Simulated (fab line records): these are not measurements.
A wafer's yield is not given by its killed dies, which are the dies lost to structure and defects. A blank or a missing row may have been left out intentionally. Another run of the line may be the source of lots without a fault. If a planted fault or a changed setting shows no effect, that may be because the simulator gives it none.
Which tool is to blame? / flow gf180mcu / 33 wafers from 11 lots sampled at 5 of the route's 602 steps

WHAT EACH GAUGE READ, for each wafer
GF_V4_THK_MEAS_03. Usual: V4_CVD_02_THK 850 nm, standard deviation 9.3.
lot=L732; measured=day 24 02:15; on=film metro-02; V4_CVD_02_THK (nm)=837 839 856; flag=
lot=L733; measured=day 24 07:14; on=film metro-01; V4_CVD_02_THK (nm)=843 837 841; flag=
lot=L734; measured=day 25 03:25; on=film metro-03; V4_CVD_02_THK (nm)=853 850 869; flag=
lot=L735; measured=day 25 06:14; on=film metro-01; V4_CVD_02_THK (nm)=838 853 855; flag=
lot=L736; measured=day 25 23:47; on=film metro-01; V4_CVD_02_THK (nm)=855 855 850; flag=
lot=L738; measured=day 26 01:19; on=film metro-01; V4_CVD_02_THK (nm)=846 847 862; flag=
lot=L739; measured=day 26 11:34; on=film metro-03; V4_CVD_02_THK (nm)=855 850 859; flag=
lot=L749; measured=day 29 11:03; on=film metro-03; V4_CVD_02_THK (nm)=1321 856 1338; flag=OFF
lot=L751; measured=day 29 21:46; on=film metro-01; V4_CVD_02_THK (nm)=840 833 852; flag=
lot=L752; measured=day 30 02:35; on=film metro-01; V4_CVD_02_THK (nm)=830 843 847; flag=
lot=L754; measured=day 30 19:24; on=film metro-01; V4_CVD_02_THK (nm)=842 854 861; flag=

GF_V4_CD_MEAS_14: the cd target is 260 nm. Usual: cd nm at 260.1 nm, with a standard deviation of 1.1.
lot=L732; measured=day 25 00:49; on=cd sem-02; cd nm (nm)=260.1 259.5 259.4; flag=
lot=L733; measured=day 25 05:41; on=cd sem-02; cd nm (nm)=259.3 259.9 259.7; flag=
lot=L734; measured=day 26 01:00; on=cd sem-02; cd nm (nm)=262.1 262.3 261.9; flag=
lot=L735; measured=day 26 04:15; on=cd sem-01; cd nm (nm)=259.5 260.8 259.5; flag=
lot=L736; measured=day 26 20:27; on=cd sem-02; cd nm (nm)=260.1 260.6 260.4; flag=
lot=L738; measured=day 26 21:48; on=cd sem-02; cd nm (nm)=259.4 260.3 260.3; flag=
lot=L739; measured=day 27 08:48; on=cd sem-02; cd nm (nm)=258.7 259.8 258.8; flag=
lot=L749; measured=day 30 06:35; on=cd sem-02; cd nm (nm)=260.0 260.9 260.6; flag=
lot=L751; measured=day 30 16:54; on=cd sem-01; cd nm (nm)=258.5 259.8 259.5; flag=
lot=L752; measured=day 30 22:35; on=cd sem-02; cd nm (nm)=258.0 258.9 258.4; flag=
lot=L754; measured=day 31 14:32; on=cd sem-02; cd nm (nm)=262.1 260.6 261.2; flag=

EACH LOT AND THE TOOL THAT RAN IT (in order: tool; ch and the chambers of the sampled wafers; start)
lot=L732; GF_V3_SPUTTER_22=pvd sputter-01, day 23 01:49; GF_V4_CVD_02=pecvd-01 ch 0,1,2, day 24 02:10; GF_V4_CMP_04=cmp-02 ch 0,1,3, day 24 02:18
lot=L733; GF_V3_SPUTTER_22=pvd sputter-03, day 23 07:01; GF_V4_CVD_02=pecvd-03 ch 0,1,2, day 24 07:10; GF_V4_CMP_04=cmp-01 ch 0,1,3, day 24 07:18
lot=L734; GF_V3_SPUTTER_22=pvd sputter-03, day 24 03:34; GF_V4_CVD_02=pecvd-03 ch 0,1,2, day 25 03:22; GF_V4_CMP_04=cmp-01 ch 0,1,2, day 25 03:33
lot=L735; GF_V3_SPUTTER_22=pvd sputter-03, day 24 06:43; GF_V4_CVD_02=pecvd-01 ch 1,2, day 25 06:09; GF_V4_CMP_04=cmp-01 ch 2,3, day 25 06:17
lot=L736; GF_V3_SPUTTER_22=pvd sputter-01, day 25 00:14; GF_V4_CVD_02=pecvd-03 ch 0,2, day 25 23:41; GF_V4_CMP_04=cmp-01 ch 0,3, day 25 23:52
lot=L738; GF_V3_SPUTTER_22=pvd sputter-03, day 25 01:52; GF_V4_CVD_02=pecvd-03 ch 0,2, day 26 01:13; GF_V4_CMP_04=cmp-02 ch 1,2,3, day 26 01:30
lot=L739; GF_V3_SPUTTER_22=pvd sputter-01, day 25 12:49; GF_V4_CVD_02=pecvd-01 ch 0,2, day 26 11:29; GF_V4_CMP_04=cmp-02 ch 1,2,3, day 26 11:37
lot=L749; GF_V3_SPUTTER_22=pvd sputter-03, day 28 13:45; GF_V4_CVD_02=pecvd-01 ch 0,2, day 29 10:59; GF_V4_CMP_04=cmp-01 ch 0,1,3, day 29 11:07
lot=L751; GF_V3_SPUTTER_22=pvd sputter-04, day 29 00:17; GF_V4_CVD_02=pecvd-03 ch 0,2, day 29 21:41; GF_V4_CMP_04=cmp-02 ch 0,1, day 29 21:49
lot=L752; GF_V3_SPUTTER_22=pvd sputter-01, day 29 06:23; GF_V4_CVD_02=pecvd-03 ch 0,1,2, day 30 02:31; GF_V4_CMP_04=cmp-02 ch 1,2,3, day 30 03:38
lot=L754; GF_V3_SPUTTER_22=pvd sputter-04, day 29 22:43; GF_V4_CVD_02=pecvd-04 ch 0,2, day 30 19:20; GF_V4_CMP_04=cmp-01 ch 0,1,3, day 30 19:34
- GF_V3_SPUTTER_22: material TiN, target thk 10 nm, time 40 s.
- GF_V4_CVD_02: deposits SiO2 from TEOS, target thk 850 nm, time 94.851 s.
- GF_V4_CMP_04: polishes SiO2.

AS READ BY THE TOOLS THEMSELVES (means over the sampled wafers that have a number; for cases with no such wafer, the mark the record gives instead)
GF_V3_SPUTTER_22. Usual: chamber pressure pa 4.999 Pa, standard deviation 0.0089; throttle valve pct 30.7 %, standard deviation 0.96.
lot=L732; tool=pvd sputter-01; chamber pressure pa (Pa)=4.997; throttle valve pct (%)=30.2; flag=
lot=L733; tool=pvd sputter-03; chamber pressure pa (Pa)=5.006; throttle valve pct (%)=30.6; flag=
lot=L734; tool=pvd sputter-03; chamber pressure pa (Pa)=5.006; throttle valve pct (%)=30.1; flag=
lot=L735; tool=pvd sputter-03; chamber pressure pa (Pa)=4.993; throttle valve pct (%)=30.8; flag=
lot=L736; tool=pvd sputter-01; chamber pressure pa (Pa)=5.002; throttle valve pct (%)=31.0; flag=
lot=L738; tool=pvd sputter-03; chamber pressure pa (Pa)=4.999; throttle valve pct (%)=31.9; flag=
lot=L739; tool=pvd sputter-01; chamber pressure pa (Pa)=5.002; throttle valve pct (%)=30.6; flag=
lot=L749; tool=pvd sputter-03; chamber pressure pa (Pa)=4.998; throttle valve pct (%)=30.8; flag=
lot=L751; tool=pvd sputter-04; chamber pressure pa (Pa)=4.999; throttle valve pct (%)=31.2; flag=
lot=L752; tool=pvd sputter-01; chamber pressure pa (Pa)=4.996; throttle valve pct (%)=30.5; flag=
lot=L754; tool=pvd sputter-04; chamber pressure pa (Pa)=4.994; throttle valve pct (%)=31.1; flag=

GF_V4_CVD_02. Usual: heater power w at 660 W, with a standard deviation of 76.
lot=L732; tool=pecvd-01; heater power w (W)=638; flag=
lot=L733; tool=pecvd-03; heater power w (W)=687; flag=
lot=L734; tool=pecvd-03; heater power w (W)=713; flag=
lot=L735; tool=pecvd-01; heater power w (W)=543; flag=
lot=L736; tool=pecvd-03; heater power w (W)=706; flag=
lot=L738; tool=pecvd-03; heater power w (W)=721; flag=
lot=L739; tool=pecvd-01; heater power w (W)=632; flag=
lot=L749; tool=pecvd-01; heater power w (W)=692; flag=
lot=L751; tool=pecvd-03; heater power w (W)=698; flag=
lot=L752; tool=pecvd-03; heater power w (W)=744; flag=
lot=L754; tool=pecvd-04; heater power w (W)=606; flag=

GF_V4_CMP_04. Usual: motor current A 12.5 A, standard deviation 1.4; time to endpoint s 80 s, standard deviation 4.6.
lot=L732; tool=cmp-02; motor current A (A)=13.1; time to endpoint s (s)=81; flag=
lot=L733; tool=cmp-01; motor current A (A)=11.9; time to endpoint s (s)=75; flag=
lot=L734; tool=cmp-01; motor current A (A)=11.5; time to endpoint s (s)=83; flag=
lot=L735; tool=cmp-01; motor current A (A)=11.6; time to endpoint s (s)=86; flag=
lot=L736; tool=cmp-01; motor current A (A)=12.3; time to endpoint s (s)=80; flag=
lot=L738; tool=cmp-02; motor current A (A)=13.2; time to endpoint s (s)=80; flag=
lot=L739; tool=cmp-02; motor current A (A)=12.9; time to endpoint s (s)=82; flag=
lot=L749; tool=cmp-01; motor current A (A)=11.9; time to endpoint s (s)=199; flag=OFF
lot=L751; tool=cmp-02; motor current A (A)=12.2; time to endpoint s (s)=77; flag=
lot=L752; tool=cmp-02; motor current A (A)=13.5; time to endpoint s (s)=76; flag=
lot=L754; tool=cmp-01; motor current A (A)=12.5; time to endpoint s (s)=78; flag=

THE ANSWER, worked out from the rows above alone
Rule: lot off if the mean of its wafers having a number is beyond 3 standard deviations from the usual mean. Also off: a lot with no number at a reading for which 4 or more lots have one. Where the step has rows for the other lots, those lots are counted as sound. After the gauges, taken in route order, come the tools' own readings; for these a lot's mean is taken, as printed above. At the first step where some lot is off, the reading lying furthest off is the one used; lots without a number count as furthest.
Off: at GF_V4_THK_MEAS_03 (V4_CVD_02_THK), L749.
If a tool, at a process step before that reading, ran all the lots that are off and no sound lot after the first of them, it fits. The gauges at GF_V4_THK_MEAS_03 aren't tried: what is off there is off at GF_V4_CMP_04 too, on other tools, and a gauge's error can't cause that. This does not decide it: 2 tools fit, namely pvd sputter-03 at GF_V3_SPUTTER_22 and pecvd-01 at GF_V4_CVD_02.

WHAT WAS PUT IN BY THE SIMULATOR
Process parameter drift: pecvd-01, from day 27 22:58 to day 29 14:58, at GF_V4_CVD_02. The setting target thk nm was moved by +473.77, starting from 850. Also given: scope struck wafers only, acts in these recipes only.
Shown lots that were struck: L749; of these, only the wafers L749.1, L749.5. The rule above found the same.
